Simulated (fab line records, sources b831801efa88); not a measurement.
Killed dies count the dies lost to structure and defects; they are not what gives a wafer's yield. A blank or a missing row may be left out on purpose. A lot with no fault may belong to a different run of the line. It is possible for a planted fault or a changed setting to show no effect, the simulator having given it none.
The tool behind it: which one?    flow sky130    33 wafers from 11 lots sampled at 2 of the route's 708 steps

== WHAT THE GAUGES SHOWED, per wafer ==
SKY_METAL5_RS_MEAS_05: the measuring method here is four-point-probe.
lot   measured      on             METAL5_ALCU_RS (ohm/sq)
L714  day 42 21:43  film-metro-04  0.0268 0.0267 0.0267
L715  day 43 02:27  film-metro-03  0.0272 0.0268 0.0273
L720  day 44 18:23  film-metro-03  0.0273 0.0266 0.0272
L721  day 45 02:25  film-metro-03  0.0274 0.0272 0.0273
L722  day 45 12:11  film-metro-04  0.0270 0.0269 0.0269
L723  day 45 22:02  film-metro-04  0.0269 0.0270 0.0273
L724  day 46 05:16  film-metro-03  0.0275 0.0273 0.0272
L725  day 46 13:28  film-metro-03  0.0263 0.0262 0.0268
L729  day 47 11:43  film-metro-04  0.0270 0.0270 0.0272
L736  day 48 12:55  film-metro-03  0.0277 0.0270 0.0271
L737  day 49 04:47  film-metro-03  0.0267 0.0264 0.0268

== WHAT TOOL EACH LOT RAN ON (gives the tool, then ch and the chambers of the sampled wafers, and finally the start) ==
lot   SKY_VIA3_STRIP_16
L714  plasma-asher-03 ch 0,1, day 39 15:40
L715  plasma-asher-02 ch 0,1, day 39 22:23
L720  plasma-asher-01 ch 0,1, day 41 15:56
L721  plasma-asher-02 ch 0,1, day 42 01:24
L722  plasma-asher-01 ch 0,1, day 42 11:29
L723  plasma-asher-01 ch 0,1, day 42 21:08
L724  plasma-asher-01 ch 0,1, day 43 04:34
L725  plasma-asher-01 ch 0,1, day 43 14:25
L729  plasma-asher-03 ch 0,1, day 44 13:11
L736  plasma-asher-03 ch 0,1, day 45 21:35
L737  plasma-asher-03 ch 0,1, day 46 13:17
- SKY_VIA3_STRIP_16: strips in O2/N2.

== THE ANSWER, worked out from the rows above alone ==
Rule: what is usual is taken from the lots themselves. The widest of any qualifying gaps counts: lots, ordered by their means at a reading, are off when they make up no more than a third of the lots, leave a main group of 4 or more, and stand apart from it by 3 or more times the standard deviation of that group's means. A main group whose means are all the same, to the digits that the tables above print for the reading, isn't used. A lot without any number at a reading at which 4 lots or more have one is off too. Any other lot the step has rows for is counted as sound.
No lot is off at any reading shown: from this, nothing can be told.

== WHAT THE SIMULATOR PUT IN ==
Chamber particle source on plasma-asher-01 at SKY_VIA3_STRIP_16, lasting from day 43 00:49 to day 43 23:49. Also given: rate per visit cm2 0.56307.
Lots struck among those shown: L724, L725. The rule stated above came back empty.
